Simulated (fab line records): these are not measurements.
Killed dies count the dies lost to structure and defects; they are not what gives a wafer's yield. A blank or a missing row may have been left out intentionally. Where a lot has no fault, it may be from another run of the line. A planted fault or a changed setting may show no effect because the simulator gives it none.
Which tool was responsible? || flow gf180mcu || 11 lots with 33 wafers sampled at 6 steps, on a route of 602 steps

## WHAT EACH GAUGE READ, for each wafer
GF_M4_RS_MEAS_05: uses a four-point probe to measure.
{"lot": "L742", "measured": "day 23 16:57", "on": "film_metro-02", "M4_ALCU_RS (ohm/sq)": "0.0701 0.0687 0.0686"}
{"lot": "L744", "measured": "day 24 08:20", "on": "film_metro-03", "M4_ALCU_RS (ohm/sq)": "0.0686 0.0693 0.0693"}
{"lot": "L745", "measured": "day 24 14:13", "on": "film_metro-02", "M4_ALCU_RS (ohm/sq)": "0.0682 0.0684 0.0695"}
{"lot": "L749", "measured": "day 26 00:08", "on": "film_metro-03", "M4_ALCU_RS (ohm/sq)": "0.0689 0.0687 0.0695"}
{"lot": "L750", "measured": "day 26 08:59", "on": "film_metro-03", "M4_ALCU_RS (ohm/sq)": "0.0671 0.0677 0.0693"}
{"lot": "L751", "measured": "day 26 15:26", "on": "film_metro-02", "M4_ALCU_RS (ohm/sq)": "0.0694 0.0694 0.0694"}
{"lot": "L756", "measured": "day 28 17:19", "on": "film_metro-03", "M4_ALCU_RS (ohm/sq)": "0.0757 0.0760 0.0743"}
{"lot": "L759", "measured": "day 29 05:53", "on": "film_metro-03", "M4_ALCU_RS (ohm/sq)": "0.0755 0.0736 0.0737"}
{"lot": "L761", "measured": "day 29 16:45", "on": "film_metro-02", "M4_ALCU_RS (ohm/sq)": "0.0684 0.0686 0.0699"}
{"lot": "L760", "measured": "day 29 18:34", "on": "film_metro-02", "M4_ALCU_RS (ohm/sq)": "0.0686 0.0682 0.0695"}
{"lot": "L762", "measured": "day 29 23:54", "on": "film_metro-02", "M4_ALCU_RS (ohm/sq)": "0.0677 0.0703 0.0706"}

GF_M4_THK_MEAS_06: measures by xrf.
{"lot": "L742", "measured": "day 23 17:04", "on": "film_metro-02", "M4_ALCU_THK (nm)": "441 449 450"}
{"lot": "L744", "measured": "day 24 08:26", "on": "film_metro-03", "M4_ALCU_THK (nm)": "449 445 444"}
{"lot": "L745", "measured": "day 24 14:20", "on": "film_metro-02", "M4_ALCU_THK (nm)": "452 448 443"}
{"lot": "L749", "measured": "day 26 00:14", "on": "film_metro-03", "M4_ALCU_THK (nm)": "451 448 443"}
{"lot": "L750", "measured": "day 26 09:07", "on": "film_metro-03", "M4_ALCU_THK (nm)": "460 456 444"}
{"lot": "L751", "measured": "day 26 15:33", "on": "film_metro-02", "M4_ALCU_THK (nm)": "444 445 445"}
{"lot": "L756", "measured": "day 28 17:25", "on": "film_metro-03", "M4_ALCU_THK (nm)": "407 405 413"}
{"lot": "L759", "measured": "day 29 06:01", "on": "film_metro-03", "M4_ALCU_THK (nm)": "407 421 418"}
{"lot": "L761", "measured": "day 29 16:51", "on": "film_metro-02", "M4_ALCU_THK (nm)": "455 455 446"}
{"lot": "L760", "measured": "day 29 18:40", "on": "film_metro-02", "M4_ALCU_THK (nm)": "450 455 448"}
{"lot": "L762", "measured": "day 30 00:00", "on": "film_metro-02", "M4_ALCU_THK (nm)": "457 439 437"}

## WHAT TOOL EACH LOT RAN ON (gives the tool, then ch and the chambers of the sampled wafers, and finally the start)
{"lot": "L742", "GF_V2_SPUTTER_22": "pvd_sputter-01, day 21 14:23", "GF_V3_CMP_04": "cmp-02 ch 2,3, day 22 16:09", "GF_V3_STRIP_18": "plasma_asher-04 ch 0,1, day 23 15:28", "GF_M4_SPUTTER_02": "pvd_sputter-03, day 23 16:52"}
{"lot": "L744", "GF_V2_SPUTTER_22": "pvd_sputter-02, day 22 05:47", "GF_V3_CMP_04": "cmp-01 ch 0,1,2, day 23 07:13", "GF_V3_STRIP_18": "plasma_asher-02 ch 0, day 24 06:37", "GF_M4_SPUTTER_02": "pvd_sputter-03, day 24 08:13"}
{"lot": "L745", "GF_V2_SPUTTER_22": "pvd_sputter-01, day 22 12:01", "GF_V3_CMP_04": "cmp-02 ch 0,1,2, day 23 13:16", "GF_V3_STRIP_18": "plasma_asher-02 ch 0,1, day 24 12:46", "GF_M4_SPUTTER_02": "pvd_sputter-03, day 24 14:08"}
{"lot": "L749", "GF_V2_SPUTTER_22": "pvd_sputter-01, day 23 22:56", "GF_V3_CMP_04": "cmp-02 ch 2,3, day 25 00:17", "GF_V3_STRIP_18": "plasma_asher-02 ch 0,1, day 25 22:29", "GF_M4_SPUTTER_02": "pvd_sputter-03, day 26 00:00"}
{"lot": "L750", "GF_V2_SPUTTER_22": "pvd_sputter-01, day 24 10:39", "GF_V3_CMP_04": "cmp-02 ch 0,2,3, day 25 09:19", "GF_V3_STRIP_18": "plasma_asher-04 ch 0,1, day 26 07:32", "GF_M4_SPUTTER_02": "pvd_sputter-04, day 26 08:54"}
{"lot": "L751", "GF_V2_SPUTTER_22": "pvd_sputter-04, day 24 16:13", "GF_V3_CMP_04": "cmp-02 ch 1,2,3, day 25 16:15", "GF_V3_STRIP_18": "plasma_asher-01 ch 0,1, day 26 13:58", "GF_M4_SPUTTER_02": "pvd_sputter-03, day 26 15:20"}
{"lot": "L756", "GF_V2_SPUTTER_22": "pvd_sputter-02, day 26 20:17", "GF_V3_CMP_04": "cmp-01 ch 1,3, day 27 19:25", "GF_V3_STRIP_18": "plasma_asher-01 ch 0,1, day 28 15:51", "GF_M4_SPUTTER_02": "pvd_sputter-03, day 28 17:11"}
{"lot": "L759", "GF_V2_SPUTTER_22": "pvd_sputter-02, day 27 10:53", "GF_V3_CMP_04": "cmp-01 ch 1,2,3, day 28 09:18", "GF_V3_STRIP_18": "plasma_asher-04 ch 0,1, day 29 04:25", "GF_M4_SPUTTER_02": "pvd_sputter-03, day 29 05:48"}
{"lot": "L761", "GF_V2_SPUTTER_22": "pvd_sputter-01, day 27 20:59", "GF_V3_CMP_04": "cmp-02 ch 1,2, day 28 19:02", "GF_V3_STRIP_18": "plasma_asher-04 ch 0,1, day 29 15:00", "GF_M4_SPUTTER_02": "pvd_sputter-04, day 29 16:32"}
{"lot": "L760", "GF_V2_SPUTTER_22": "pvd_sputter-01, day 27 22:46", "GF_V3_CMP_04": "cmp-02 ch 0,1, day 28 20:51", "GF_V3_STRIP_18": "plasma_asher-01 ch 0,1, day 29 17:04", "GF_M4_SPUTTER_02": "pvd_sputter-02, day 29 18:27"}
{"lot": "L762", "GF_V2_SPUTTER_22": "pvd_sputter-02, day 28 05:23", "GF_V3_CMP_04": "cmp-01 ch 0,2,3, day 29 02:23", "GF_V3_STRIP_18": "plasma_asher-01 ch 0,1, day 29 22:14", "GF_M4_SPUTTER_02": "pvd_sputter-04, day 29 23:41"}
- GF_V2_SPUTTER_22: material TiN, target thk 10 nm, time 40 s.
- GF_V3_CMP_04: polishes SiO2.
- GF_V3_STRIP_18: strips in O2/N2.
- GF_M4_SPUTTER_02: material AlCu, target thk 450 nm, time 23.9 s.

## AS READ BY THE TOOLS THEMSELVES (means over the sampled wafers that have a number; for cases with no such wafer, the mark the record gives instead)
GF_V2_SPUTTER_22.
{"lot": "L742", "tool": "pvd_sputter-01", "throttle_valve_pct (%)": 29.9}
{"lot": "L744", "tool": "pvd_sputter-02", "throttle_valve_pct (%)": 30.0}
{"lot": "L745", "tool": "pvd_sputter-01", "throttle_valve_pct (%)": 29.9}
{"lot": "L749", "tool": "pvd_sputter-01", "throttle_valve_pct (%)": 29.5}
{"lot": "L750", "tool": "pvd_sputter-01", "throttle_valve_pct (%)": 29.9}
{"lot": "L751", "tool": "pvd_sputter-04", "throttle_valve_pct (%)": 30.3}
{"lot": "L756", "tool": "pvd_sputter-02", "throttle_valve_pct (%)": 29.8}
{"lot": "L759", "tool": "pvd_sputter-02", "throttle_valve_pct (%)": 29.4}
{"lot": "L761", "tool": "pvd_sputter-01", "throttle_valve_pct (%)": 30.4}
{"lot": "L760", "tool": "pvd_sputter-01", "throttle_valve_pct (%)": 29.9}
{"lot": "L762", "tool": "pvd_sputter-02", "throttle_valve_pct (%)": 29.0}

GF_V3_CMP_04.
{"lot": "L742", "tool": "cmp-02", "motor_current_A (A)": 13.7, "time_to_endpoint_s (s)": 75}
{"lot": "L744", "tool": "cmp-01", "motor_current_A (A)": 12.5, "time_to_endpoint_s (s)": 86}
{"lot": "L745", "tool": "cmp-02", "motor_current_A (A)": 11.6, "time_to_endpoint_s (s)": 86}
{"lot": "L749", "tool": "cmp-02", "motor_current_A (A)": 13.4, "time_to_endpoint_s (s)": 89}
{"lot": "L750", "tool": "cmp-02", "motor_current_A (A)": 12.5, "time_to_endpoint_s (s)": 81}
{"lot": "L751", "tool": "cmp-02", "motor_current_A (A)": 12.0, "time_to_endpoint_s (s)": 81}
{"lot": "L756", "tool": "cmp-01", "motor_current_A (A)": 11.8, "time_to_endpoint_s (s)": 81}
{"lot": "L759", "tool": "cmp-01", "motor_current_A (A)": 12.6, "time_to_endpoint_s (s)": 80}
{"lot": "L761", "tool": "cmp-02", "motor_current_A (A)": 11.2, "time_to_endpoint_s (s)": 86}
{"lot": "L760", "tool": "cmp-02", "motor_current_A (A)": 10.1, "time_to_endpoint_s (s)": 86}
{"lot": "L762", "tool": "cmp-01", "motor_current_A (A)": 12.1, "time_to_endpoint_s (s)": 82}

GF_V3_STRIP_18.
{"lot": "L742", "tool": "plasma_asher-04", "drypump_motor_current_A (A)": 5.93, "heater_power_w (W)": 333, "oes_product_au (a.u.)": 0.587}
{"lot": "L744", "tool": "plasma_asher-02", "drypump_motor_current_A (A)": 5.82, "heater_power_w (W)": 358, "oes_product_au (a.u.)": 0.591}
{"lot": "L745", "tool": "plasma_asher-02", "drypump_motor_current_A (A)": 5.73, "heater_power_w (W)": 323, "oes_product_au (a.u.)": 0.592}
{"lot": "L749", "tool": "plasma_asher-02", "drypump_motor_current_A (A)": 5.72, "heater_power_w (W)": 321, "oes_product_au (a.u.)": 0.590}
{"lot": "L750", "tool": "plasma_asher-04", "drypump_motor_current_A (A)": 5.91, "heater_power_w (W)": 328, "oes_product_au (a.u.)": 0.596}
{"lot": "L751", "tool": "plasma_asher-01", "drypump_motor_current_A (A)": 5.67, "heater_power_w (W)": 354, "oes_product_au (a.u.)": 0.583}
{"lot": "L756", "tool": "plasma_asher-01", "drypump_motor_current_A (A)": 5.67, "heater_power_w (W)": 349, "oes_product_au (a.u.)": 0.598}
{"lot": "L759", "tool": "plasma_asher-04", "drypump_motor_current_A (A)": 5.63, "heater_power_w (W)": 348, "oes_product_au (a.u.)": 0.586}
{"lot": "L761", "tool": "plasma_asher-04", "drypump_motor_current_A (A)": 5.62, "heater_power_w (W)": 342, "oes_product_au (a.u.)": 0.595}
{"lot": "L760", "tool": "plasma_asher-01", "drypump_motor_current_A (A)": 5.67, "heater_power_w (W)": 352, "oes_product_au (a.u.)": 0.591}
{"lot": "L762", "tool": "plasma_asher-01", "drypump_motor_current_A (A)": 5.67, "heater_power_w (W)": 354, "oes_product_au (a.u.)": 0.592}

GF_M4_SPUTTER_02.
{"lot": "L742", "tool": "pvd_sputter-03", "throttle_valve_pct (%)": 31.2}
{"lot": "L744", "tool": "pvd_sputter-03", "throttle_valve_pct (%)": 30.5}
{"lot": "L745", "tool": "pvd_sputter-03", "throttle_valve_pct (%)": 30.7}
{"lot": "L749", "tool": "pvd_sputter-03", "throttle_valve_pct (%)": 30.1}
{"lot": "L750", "tool": "pvd_sputter-04", "throttle_valve_pct (%)": 29.6}
{"lot": "L751", "tool": "pvd_sputter-03", "throttle_valve_pct (%)": 30.3}
{"lot": "L756", "tool": "pvd_sputter-03", "throttle_valve_pct (%)": 31.0}
{"lot": "L759", "tool": "pvd_sputter-03", "throttle_valve_pct (%)": 31.4}
{"lot": "L761", "tool": "pvd_sputter-04", "throttle_valve_pct (%)": 29.3}
{"lot": "L760", "tool": "pvd_sputter-02", "throttle_valve_pct (%)": 29.2}
{"lot": "L762", "tool": "pvd_sputter-04", "throttle_valve_pct (%)": 29.6}

## THE ANSWER, worked out from the rows above alone
Rule: usual is defined by the lots themselves. The widest of any qualifying gaps counts: lots, ordered by their means at a reading, are off when they make up no more than a third of the lots, leave a main group of 4 or more, and stand apart from it by 3 or more times the standard deviation of that group's means. A main group is skipped when, at the precision printed for the reading in the tables above, its means are all equal. A lot without any number at a reading at which 4 lots or more have one is off too. All remaining lots with rows at the step are treated as sound. First the gauges in route order, then the tools' own readings, where a lot's mean is used as printed above. At the first step where some lot is off, the reading lying furthest off is the one used; lots without a number count as furthest.
Off: L756, L759, seen at GF_M4_RS_MEAS_05 (M4_ALCU_RS). The main group has a mean of 0.0690 ohm/sq with a standard deviation of 0.00041.
If a tool, at a process step before that reading, ran all the lots that are off and no sound lot after the first of them, it fits. Those tools and the gauges at GF_M4_RS_MEAS_05 are tried in the same way. Undecided on this evidence; 2 tools fit (pvd_sputter-03 at GF_M4_SPUTTER_02, film_metro-03 at GF_M4_RS_MEAS_05).

## WHAT THE SIMULATOR HAD PUT IN
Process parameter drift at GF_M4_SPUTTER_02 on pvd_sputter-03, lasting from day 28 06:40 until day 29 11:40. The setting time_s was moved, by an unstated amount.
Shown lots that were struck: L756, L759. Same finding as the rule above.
